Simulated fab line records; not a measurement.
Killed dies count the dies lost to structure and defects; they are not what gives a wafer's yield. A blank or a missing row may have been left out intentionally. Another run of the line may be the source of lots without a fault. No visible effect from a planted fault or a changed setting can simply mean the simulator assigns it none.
The tool behind it: which one? + flow sky130 + 12 lots with 36 wafers sampled at 5 steps, on a route of 708 steps

== WHAT EACH GAUGE READ, for each wafer ==
SKY_FIELD_ISO_BOW_MEAS_00.
| lot  | measured    | on           | INCOMING_BOW (um) |
|------|-------------|--------------|-------------------|
| L728 | day 1 10:02 | filmMetro-04 | 7 -6 -4           |
| L729 | day 1 15:00 | filmMetro-02 | 1 -1 11           |
| L730 | day 1 20:02 | filmMetro-04 | -2 1 3            |
| L734 | day 2 16:00 | filmMetro-04 | -5 -2 -16         |
| L735 | day 2 21:01 | filmMetro-04 | -12 -3 -2         |
| L736 | day 3 02:00 | filmMetro-04 | 8 5 1             |
| L740 | day 3 22:02 | filmMetro-04 | -9 5 -7           |
| L742 | day 4 08:00 | filmMetro-02 | 1 4 -3            |
| L743 | day 4 13:02 | filmMetro-03 | -9 -5 2           |
| L747 | day 5 09:00 | filmMetro-04 | -3 7 5            |
| L750 | day 6 00:01 | filmMetro-04 | -3 -8 -4          |
| L751 | day 6 05:00 | filmMetro-04 | -1 3 3            |

SKY_FIELD_ISO_THK_MEAS_25.
| lot  | measured    | on           | FIELD_ISO_CVD_24_THK (nm) |
|------|-------------|--------------|---------------------------|
| L728 | day 2 08:07 | filmMetro-02 | 597 608 601               |
| L729 | day 2 14:52 | filmMetro-02 | 585 605 595               |
| L730 | day 2 19:05 | filmMetro-04 | 605 597 586               |
| L734 | day 3 23:31 | filmMetro-03 | 599 604 603               |
| L735 | day 3 23:36 | filmMetro-02 | 607 608 598               |
| L736 | day 4 06:40 | filmMetro-04 | 598 601 599               |
| L740 | day 4 23:21 | filmMetro-02 | 608 594 606               |
| L742 | day 5 11:58 | filmMetro-03 | 605 608 599               |
| L743 | day 5 14:41 | filmMetro-03 | 594 601 595               |
| L747 | day 6 15:35 | filmMetro-04 | 609 612 599               |
| L750 | day 7 02:24 | filmMetro-02 | 602 599 602               |
| L751 | day 7 08:05 | filmMetro-03 | 606 595 591               |

SKY_VIA2_THK_MEAS_01.
| lot  | measured     | on           | VIA2_HDPCVD_THK (nm) |
|------|--------------|--------------|----------------------|
| L728 | day 35 06:46 | filmMetro-03 | 1184 1182 1201       |
| L729 | day 35 12:11 | filmMetro-02 | 1190 1188 1193       |
| L730 | day 35 18:46 | filmMetro-04 | 1203 1191 1202       |
| L734 | day 38 01:41 | filmMetro-03 | 1208 1197 1195       |
| L735 | day 38 04:53 | filmMetro-04 | 1174 1187 1175       |
| L736 | day 38 10:08 | filmMetro-03 | 1191 1183 1196       |
| L740 | day 39 09:28 | filmMetro-02 | 1196 1177 1174       |
| L742 | day 39 20:53 | filmMetro-04 | 1188 1193 1205       |
| L743 | day 39 21:55 | filmMetro-04 | 1156 1183 1172       |
| L747 | day 41 03:10 | filmMetro-04 | 1779 1785 1777       |
| L750 | day 41 20:47 | filmMetro-03 | 1784 1783 1796       |
| L751 | day 42 05:17 | filmMetro-04 | 1766 1752 1759       |

== EACH LOT AND THE TOOL THAT RAN IT (in order: tool; ch and the chambers of the sampled wafers; start) ==
| lot  | SKY_FIELD_ISO_ETCH_14            | SKY_VIA2_HDPCVD_00               |
|------|----------------------------------|----------------------------------|
| L728 | rieDiel-01 ch 2,3, day 2 05:30   | hdpcvd-01 ch 0,1,2, day 35 06:37 |
| L729 | rieDiel-02 ch 0,1,2, day 2 10:59 | hdpcvd-01 ch 0,1,2, day 35 12:03 |
| L730 | rieDiel-01 ch 1,3, day 2 16:05   | hdpcvd-01 ch 0,1, day 35 18:37   |
| L734 | rieDiel-01 ch 0,1,2, day 3 13:44 | hdpcvd-01 ch 0,1,2, day 38 01:33 |
| L735 | rieDiel-01 ch 0,1, day 3 17:08   | hdpcvd-01 ch 1,2, day 38 04:44   |
| L736 | rieDiel-01 ch 0,1,2, day 3 23:53 | hdpcvd-01 ch 0,1, day 38 10:00   |
| L740 | rieDiel-02 ch 1,2,3, day 4 21:08 | hdpcvd-02 ch 0,1,2, day 39 09:20 |
| L742 | rieDiel-04 ch 2,3, day 5 08:47   | hdpcvd-01 ch 0,2, day 39 20:46   |
| L743 | rieDiel-04 ch 2,3, day 5 11:35   | hdpcvd-02 ch 0,2, day 39 21:46   |
| L747 | rieDiel-02 ch 0,2,3, day 6 13:44 | hdpcvd-01 ch 1,2, day 41 03:02   |
| L750 | rieDiel-01 ch 0,1,2, day 7 00:26 | hdpcvd-01 ch 0,1,2, day 41 20:38 |
| L751 | rieDiel-04 ch 0,1,3, day 7 05:26 | hdpcvd-01 ch 1,2, day 42 05:10   |
- SKY_FIELD_ISO_ETCH_14: etches BARC in N2/H2, stops on SiO2, time 45.9 s, target depth 60 nm.
- SKY_VIA2_HDPCVD_00: deposits SiO2, target thk 1180 nm, time 196.7 s.

== AS READ BY THE TOOLS THEMSELVES (means over the sampled wafers that have a number; for cases with no such wafer, the mark the record gives instead) ==
SKY_FIELD_ISO_ETCH_14.
| lot  | tool       | drypumpMotorCurrentA (A) | oesProductAu (a.u.) | throttleValvePct (%) |
|------|------------|--------------------------|---------------------|----------------------|
| L728 | rieDiel-01 | 5.64                     | 0.852               | 13.224               |
| L729 | rieDiel-02 | 5.87                     | 0.854               | 13.226               |
| L730 | rieDiel-01 | 5.65                     | 0.853               | 13.224               |
| L734 | rieDiel-01 | 5.83                     | 0.860               | 13.222               |
| L735 | rieDiel-01 | 5.86                     | 0.855               | 13.228               |
| L736 | rieDiel-01 | 5.83                     | 0.855               | 13.233               |
| L740 | rieDiel-02 | 5.98                     | 0.857               | 13.220               |
| L742 | rieDiel-04 | 5.98                     | 0.860               | 13.221               |
| L743 | rieDiel-04 | 6.14                     | 0.853               | 13.221               |
| L747 | rieDiel-02 | 5.66                     | 0.852               | 13.228               |
| L750 | rieDiel-01 | 5.82                     | 0.854               | 13.226               |
| L751 | rieDiel-04 | 5.69                     | 0.853               | 13.231               |

SKY_VIA2_HDPCVD_00.
| lot  | tool      | sih4FlowSccm (sccm) |
|------|-----------|---------------------|
| L728 | hdpcvd-01 | 59.97               |
| L729 | hdpcvd-01 | 60.12               |
| L730 | hdpcvd-01 | 60.11               |
| L734 | hdpcvd-01 | 59.80               |
| L735 | hdpcvd-01 | 59.82               |
| L736 | hdpcvd-01 | 60.00               |
| L740 | hdpcvd-02 | 59.97               |
| L742 | hdpcvd-01 | 60.19               |
| L743 | hdpcvd-02 | 60.02               |
| L747 | hdpcvd-01 | 90.12               |
| L750 | hdpcvd-01 | 90.07               |
| L751 | hdpcvd-01 | 89.84               |

== THE ANSWER, worked out from the rows above alone ==
Rule: usual is defined by the lots themselves. Put in order of their means at a reading, lots are off if they are a third of the lots or fewer, leave a main group of 4 or more, and stand apart from it by a gap of 3 or more times the standard deviation of the main group's means; of several such gaps the widest counts. If all means in a main group match to the digits the tables above print for the reading, that group is not used. A lot without any number at a reading at which 4 lots or more have one is off too. Any other lot the step has rows for is counted as sound. First the gauges in route order, then the tools' own readings, where a lot's mean is used as printed above. The first step at which some lot is off is used, and at that step the reading that is off furthest; a lot without a number counts as furthest.
Off: L747, L750, L751, at SKY_VIA2_THK_MEAS_01 (VIA2_HDPCVD_THK). The main group: mean 1188 nm, standard deviation 9.1.
If a tool, at a process step before that reading, ran all the lots that are off and no sound lot after the first of them, it fits. Not tried: the gauges at SKY_VIA2_THK_MEAS_01; whatever is off there is also off at SKY_VIA2_HDPCVD_00, on other tools, and gauge error can't account for it. One candidate fits, namely hdpcvd-01 at SKY_VIA2_HDPCVD_00. A fault onset in the window from L742 (day 39 20:46, its last sound lot) to L747 (day 41 03:02, its first lot off) fits.
The tool's own readings at SKY_VIA2_HDPCVD_00 bear it out: on the lots that are off they differ by more than 5 times the standard deviation of the sound lots' means. sih4FlowSccm reads 90.01 sccm there against 60.00 sccm on the sound lots.

== WHAT THE SIMULATOR HAD PUT IN ==
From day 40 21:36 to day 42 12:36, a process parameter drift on hdpcvd-01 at SKY_VIA2_HDPCVD_00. The setting sih4FlowSccm was moved by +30, starting from 60. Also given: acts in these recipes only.
Struck lots among those shown: L747, L750, L751. The rule above found the same.
